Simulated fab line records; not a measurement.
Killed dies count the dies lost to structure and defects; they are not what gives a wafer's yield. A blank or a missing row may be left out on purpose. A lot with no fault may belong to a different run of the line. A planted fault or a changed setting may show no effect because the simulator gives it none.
A single fault, viewed from 2 desks ; flow sky130 ; every desk sees just its own numbers, and what lay behind them comes last

FOR THE TOOL OWNER'S DESK: rie diel-03
The tool's own readings at SKY_FIELD_ISO_ETCH_15 (etches the open film in CHF3/O2, stops on Si, target depth 180 nm, time 72 s): means of the sampled wafers that have a number, for each lot that ran on this tool. A lot is out of limits, marked OUT, if its mean lies more than 4 standard deviations from the usual mean; the brackets give that distance.
Columns: A = chf3 flow sccm at SKY_FIELD_ISO_ETCH_15, usual 49.99 sccm; B = drypump motor current A at SKY_FIELD_ISO_ETCH_15, usual 5.6 A; C = oes product au at SKY_FIELD_ISO_ETCH_15, usual 0.948 a.u.; D = throttle valve pct at SKY_FIELD_ISO_ETCH_15, usual 8.846 %
lot;first seen here;A;B;C;D
L263;day 2 12:14;50.13;5.3;0.940;8.845
L264;day 2 16:46;50.01;5.8;0.946;8.850
L265;day 2 20:44;50.03;5.8;0.943;8.834
L269;day 3 16:31;49.86;5.6;0.947;8.842
L272;day 4 08:40;50.14;5.4;0.951;8.842
L279;day 5 21:16;49.90;5.6;0.947;8.844
L280;day 6 03:55;49.96;5.6;0.944;8.839
Result from this desk: across the 7 lots, nothing is out of limits.

AT THE METROLOGY DESK
Means of the sampled wafers that have a number, per lot and without regard to the tool the lot ran on: this is what the gauges read. A lot is out of limits, marked OUT, if its mean lies more than 4 standard deviations from the usual mean; the brackets give that distance.
Columns: A = cd nm at SKY_VIA2_CD_MEAS_12, usual 200.0 nm
lot;first seen here;A
L263;day 36 22:26;199.6
L264;day 37 15:16;199.2
L265;day 37 21:52;201.7
L266;day 37 23:12;199.2
L268;day 38 15:08;197.9
L269;day 38 17:41;200.0
L271;day 39 14:29;200.3
L270;day 39 15:54;200.1
L272;day 39 21:28;199.3
L279;day 41 17:11;199.3
L280;day 41 21:07;200.3
L284;day 43 07:40;197.7
Result from this desk: across the 12 lots, nothing is out of limits.

BROUGHT TOGETHER
Nothing out of limits was seen by the tool owner's desk.
At the metrology desk, nothing out of limits was observed.

WHAT HAD BEEN PUT IN BY THE SIMULATOR
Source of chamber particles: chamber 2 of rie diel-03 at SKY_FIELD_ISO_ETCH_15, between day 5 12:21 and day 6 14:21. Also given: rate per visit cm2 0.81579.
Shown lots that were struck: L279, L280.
